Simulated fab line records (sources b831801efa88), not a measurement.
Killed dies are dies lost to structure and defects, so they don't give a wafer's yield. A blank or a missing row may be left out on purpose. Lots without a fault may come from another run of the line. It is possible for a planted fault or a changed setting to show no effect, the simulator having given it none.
Which tool did it? | flow gf180mcu | 7 lots, 21 wafers sampled, at 2 steps of a route of 602

## WHAT THE GAUGES READ, wafer by wafer
GF_V1_THK_MEAS_01.
lot  | measured     | on           | V1_CVD_00_THK (nm)
L429 | day 17 05:31 | filmMetro-01 | 597 602 612
L431 | day 18 23:19 | filmMetro-01 | 615 609 611
L432 | day 19 01:31 | filmMetro-02 | 602 615 606
L440 | day 21 14:14 | filmMetro-02 | 623 607 594
L443 | day 22 19:57 | filmMetro-02 | 598 616 603
L446 | day 23 17:40 | filmMetro-01 | 610 590 596
L449 | day 24 15:14 | filmMetro-02 | 612 592 603

## WHAT TOOL EACH LOT RAN ON (gives the tool, then ch and the chambers of the sampled wafers, and finally the start)
lot  | GF_MVPSD_IMPLANT_09
L429 | implanter-04 ch 0, day 4 22:13
L431 | implanter-04 ch 0, day 5 23:59
L432 | implanter-04 ch 0, day 6 03:32
L440 | implanter-03 ch 0, day 8 04:00
L443 | implanter-04 ch 0, day 9 00:01
L446 | implanter-03 ch 0, day 9 15:10
L449 | implanter-03 ch 0, day 10 11:43
- GF_MVPSD_IMPLANT_09

## THE ANSWER, worked out from the rows above alone
Rule: what is usual is taken from the lots themselves. Put in order of their means at a reading, lots are off if they are a third of the lots or fewer, leave a main group of 4 or more, and stand apart from it by a gap of 3 or more times the standard deviation of the main group's means; of several such gaps the widest counts. If all means in a main group match to the digits the tables above print for the reading, that group is not used. Also off: a lot with no number at a reading for which 4 or more lots have one. The other lots that the step has rows for count as sound.
No lot is off at any reading shown: from this, nothing can be told.

## WHAT THE SIMULATOR HAD INSERTED
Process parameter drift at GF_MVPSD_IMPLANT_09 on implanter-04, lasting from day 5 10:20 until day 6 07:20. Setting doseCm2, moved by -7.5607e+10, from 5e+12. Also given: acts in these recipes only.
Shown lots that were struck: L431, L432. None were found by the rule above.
